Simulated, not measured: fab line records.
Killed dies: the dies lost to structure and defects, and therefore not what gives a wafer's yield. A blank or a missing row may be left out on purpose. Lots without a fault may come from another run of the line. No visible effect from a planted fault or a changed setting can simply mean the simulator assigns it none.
Struck lot and sound lot, side by side	flow sky130	15 steps out of a route of 708
Sound: wafers L297.2, L297.3, L297.6. Struck: wafers L295.1, L295.5, L295.6. The cause is named last.
Per side, at each step with rows, come the tool, then ch with its chambers, and then its first start. Under that, the readings that differ: sound wafers	struck wafers	difference of the means	sigmas: that difference in standard deviations of wafers without a fault.
alike: a reading whose means differ by less than 2 such deviations, as well as words and numbers matching on both sides. not compared: withheld readings; readings where some wafer has no value; bounds like >300 that might hide an equal value; numbers whose values overlap and for which the record gives no deviation.
The two part at a step that has a row with sigmas, a row that says differs or no value, or rows on one side only. Non-overlapping numbers with no deviation appear without sigmas and do not part them. Lack of a reading on every wafer of one side parts them only where that side has two or more wafers.

SKY_POLY_GATE_CD_MEAS_22:
  sound on cd sem-02 at day 19 15:27; struck on cd sem-01 at day 18 14:14
  alike: cd nm
then, 7 steps without rows for these wafers: SKY_LDD_N_DEHYDRATE_00 (time 60 s); SKY_LDD_N_HMDS_01 (prime time 60 s); SKY_LDD_N_COAT_02 (resist thk 300 nm); SKY_LDD_N_SOFTBAKE_03 (time 60 s); SKY_LDD_N_EXPOSE_04 (exposes mask NTM, target cd 840 nm); SKY_LDD_N_PEB_05; SKY_LDD_N_DEVELOP_06 (develop time 60 s).
SKY_LDD_N_OVL_MEAS_07:
  sound on overlay-02 at day 20 21:55; struck on overlay-02 at day 19 20:43
  alike: LDD_N_OVL
then, 3 steps without rows for these wafers: SKY_LDD_N_IMPLANT_08; SKY_LDD_N_IMPLANT_09; SKY_LDD_N_IMPLANT_10.
SKY_LDD_N_IMPLANT_11:
  sound on implanter-04 ch 0, day 20 22:25; struck on implanter-03 ch 0, day 19 21:13
reading	sound	struck	difference	sigmas
dose ions cm2	7.504e+13 7.496e+13 7.505e+13	6.838e+13 6.845e+13 6.845e+13	-6.590e+12	-75
faraday current uA	423 442 426	391 384 397	-40	-5
  alike: beam on s
next, for these wafers, 1 step has no rows: SKY_LDD_N_IMPLANT_12.
-- record jumps: 27 days separate the struck wafers' starts on either side; left off in module LDD_N, taken up again in module PAD_OPEN, whose first shown step is the route's number 708 --
SKY_PAD_OPEN_PROBE_99:
  sound on prober-02 at day 47 21:11; struck on prober-01 at day 47 07:14
reading	sound	struck	difference	sigmas
killed at contacts	38 40 35	27 21 25	-13	-2
model.etest.tip n.rs ohm sq	437.6 439.3 441.6	445.2 450.3 446.4	+7.8	
  alike: killed_at_M0_to_M3, killed_at_M4_up, killed at front end, killed at other, killed dies, killed open, killed short

WHERE THEY PART
Earliest at SKY_LDD_N_IMPLANT_11; latest, in this record, at SKY_PAD_OPEN_PROBE_99.

WHY: whatever the simulator had introduced
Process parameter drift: implanter-03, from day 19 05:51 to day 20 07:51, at SKY_LDD_N_IMPLANT_11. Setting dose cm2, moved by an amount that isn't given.
